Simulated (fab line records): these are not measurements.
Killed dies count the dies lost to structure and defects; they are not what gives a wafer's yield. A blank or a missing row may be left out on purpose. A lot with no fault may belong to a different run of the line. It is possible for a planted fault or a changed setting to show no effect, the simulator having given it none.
Lot-split experiment + flow gf180mcu + 23 wafers read across 5 lots, on a route 602 steps long

## THE SPLIT
At GF_MVSD_IMPLANT_09, the setting energyKev was moved away from the recipe's 100 on 8 of the 23 wafers read, by -7.9% to +7.7%. This setting was run at the recipe's value on the other wafers.

The split's own step is where the reading is taken.

## THE READING
implant.drpNm (the simulator's own value, which no gauge read), in nm, at GF_MVSD_IMPLANT_09. No usual value for it is given in the file.

| wafer  | tool, chamber at the split | energyKev as run | against the recipe | implant.drpNm, nm | against lot-mates on the recipe |
|--------|----------------------------|------------------|--------------------|-------------------|---------------------------------|
| L074.1 | implanter-04, 0            | 100              | recipe             | 45.6              | -                               |
| L074.6 | implanter-04, 0            | 100              | recipe             | 45.6              | -                               |
| L074.2 | implanter-04, 0            | 107.7            | +7.7%              | 48.38             | +2.78                           |
| L074.3 | implanter-04, 0            | 107.7            | +7.7%              | 48.38             | +2.78                           |
| L074.5 | implanter-04, 0            | 107.7            | +7.7%              | 48.38             | +2.78                           |
| L075.1 | implanter-04, 0            | 92.13            | -7.9%              | 42.61             | -2.99                           |
| L075.2 | implanter-04, 0            | 92.13            | -7.9%              | 42.61             | -2.99                           |
| L075.6 | implanter-04, 0            | 92.13            | -7.9%              | 42.61             | -2.99                           |
| L075.3 | implanter-04, 0            | 100              | recipe             | 45.6              | -                               |
| L075.5 | implanter-04, 0            | 100              | recipe             | 45.6              | -                               |
| L076.1 | implanter-04, 0            | 100              | recipe             | 45.6              | -                               |
| L076.3 | implanter-04, 0            | 100              | recipe             | 45.6              | -                               |
| L076.4 | implanter-04, 0            | 100              | recipe             | 45.6              | -                               |
| L076.5 | implanter-04, 0            | 104              | +4.0%              | 47.05             | +1.45                           |
| L076.6 | implanter-04, 0            | 104              | +4.0%              | 47.05             | +1.45                           |
| L081.1 | implanter-03, 0            | 100              | recipe             | 45.6              | -                               |
| L081.2 | implanter-03, 0            | 100              | recipe             | 45.6              | -                               |
| L081.3 | implanter-03, 0            | 100              | recipe             | 45.6              | -                               |
| L081.4 | implanter-03, 0            | 100              | recipe             | 45.6              | -                               |
| L081.6 | implanter-03, 0            | 100              | recipe             | 45.6              | -                               |
| L084.1 | implanter-04, 0            | 100              | recipe             | 45.6              | -                               |
| L084.3 | implanter-04, 0            | 100              | recipe             | 45.6              | -                               |
| L084.4 | implanter-04, 0            | 100              | recipe             | 45.6              | -                               |

FIT RESULTS
A straight line over all 23 wafers: implant.drpNm changes by +0.37 nm for each +1% of energyKev; r = +1.00; the points scatter about the line by 0.033 nm.
The same after taking each lot's own level away (the mean of its wafers on the recipe; 23 wafers): +0.37 nm for each +1%; r = +1.00; scatter 0.033 nm.
On that fit, the largest move of energyKev shifts the reading by 2.9 nm.
The lots' own levels span 45.600 to 45.600 nm.
So the lot-to-lot level changes the slope little: the two slopes agree.
Check: for one of the wafers moved furthest among these (-7.9%), held out of the fit, the line's prediction against its lot-mates is -2.92 nm. Against them it came out at -2.99 nm.

## OTHER SPLITS ON THESE WAFERS
Before the reading, these wafers also passed through other splits. Each is held against what the fit with the lots' levels taken away leaves over:
| other split on the same wafers  | wafers away from the commonest value | r with implant.drpNm (lot level and that fit taken away) |
|---------------------------------|--------------------------------------|----------------------------------------------------------|
| GF_STI_COAT_07 resistThkNm      | 9                                    | +0.17                                                    |
| GF_STI_ETCH_14 timeS            | 11                                   | -0.40                                                    |
| GF_DNWELL_COAT_02 spinRpm       | 8                                    | +0.03                                                    |
| GF_DNWELL_EXPOSE_04 doseMj      | 8                                    | +0.25                                                    |
| GF_NWELL_COAT_02 resistThkNm    | 6                                    | -0.20                                                    |
| GF_NWELL_STRIP_10 o2FlowSccm    | 6                                    | +0.43                                                    |
| GF_LVPWELL_IMPLANT_09 energyKev | 11                                   | -0.15                                                    |

## THE WHOLE CHAIN: every reading that the file lists as answering this split, in the file's order
| step               | what it does | reading                                                        | change (the file's fit)               | r (the file's) |
|--------------------|--------------|----------------------------------------------------------------|---------------------------------------|----------------|
| GF_MVSD_IMPLANT_09 |              | implant.rpNm (the simulator's own value, which no gauge read)  | +1.26 nm for each +1% of the setting  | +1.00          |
| GF_MVSD_IMPLANT_09 |              | implant.drpNm (the simulator's own value, which no gauge read) | +0.369 nm for each +1% of the setting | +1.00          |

## FILE'S OWN FIT
implant.drpNm changes by +0.369 nm for each +1% of energyKev, r = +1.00.
